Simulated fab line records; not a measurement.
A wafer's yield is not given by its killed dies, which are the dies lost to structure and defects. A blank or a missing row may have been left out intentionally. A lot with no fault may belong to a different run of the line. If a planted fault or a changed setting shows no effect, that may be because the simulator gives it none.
Chamber matching | flow gf180mcu | 4 sister chambers for GF_POLY_GATE_ETCH_13 on rie-si-01
The step etches poly-Si in HBr/Cl2, stops on SiO2, target depth 198.5 nm, time 69.6 s. 4 wafers are shown with their chamber, then 12 later ones without.

== WAFERS PAIRED WITH THEIR CHAMBERS ==
wafer  | chamber | drypump-motor-current-A (A)
L085.5 | 1       | 6.1
L086.4 | 3       | 5.4
L086.5 | 2       | 6.3
L086.6 | 0       | 5.2

== WAFERS MISSING THEIR CHAMBER ==
wafer  | drypump-motor-current-A (A)
L089.2 | 5.3
L089.4 | 6.3
L089.6 | 5.3
L092.2 | 5.3
L092.4 | 6.1
L092.5 | 6.3
L094.2 | 5.3
L094.5 | 6.0
L094.6 | 6.3
L095.1 | 5.4
L095.4 | 5.4
L095.5 | 5.3

== WHICH CHAMBER EACH ONE RAN IN ==
wafer  | from the rows above     | in truth
L089.2 | can't be placed: 0 or 3 | 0
L089.4 | 2                       | 2
L089.6 | can't be placed: 0 or 3 | 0
L092.2 | can't be placed: 0 or 3 | 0
L092.4 | 1                       | 1
L092.5 | 2                       | 2
L094.2 | can't be placed: 0 or 3 | 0
L094.5 | 1                       | 1
L094.6 | 2                       | 2
L095.1 | 3                       | 3
L095.4 | 3                       | 3
L095.5 | can't be placed: 0 or 3 | 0
Correct placement for 7 of the 12. Can't be placed from these rows: 5 (the true chamber is among the candidates in 5). Wrongly placed: 0.
How it was worked out, from the rows above alone: a wafer's distance from a chamber is the root of the sum, over the readings, of the square of ((its reading less the chamber's mean) divided by the reading's scatter). If the next closest chamber is less than 2 further off than the closest, the wafer can't be placed; otherwise it belongs to the closest. A chamber's mean is the mean of its shown wafers. The scatter: with one shown wafer a chamber, the root of the mean of the squares of how far each hidden wafer lies from its nearest shown one.
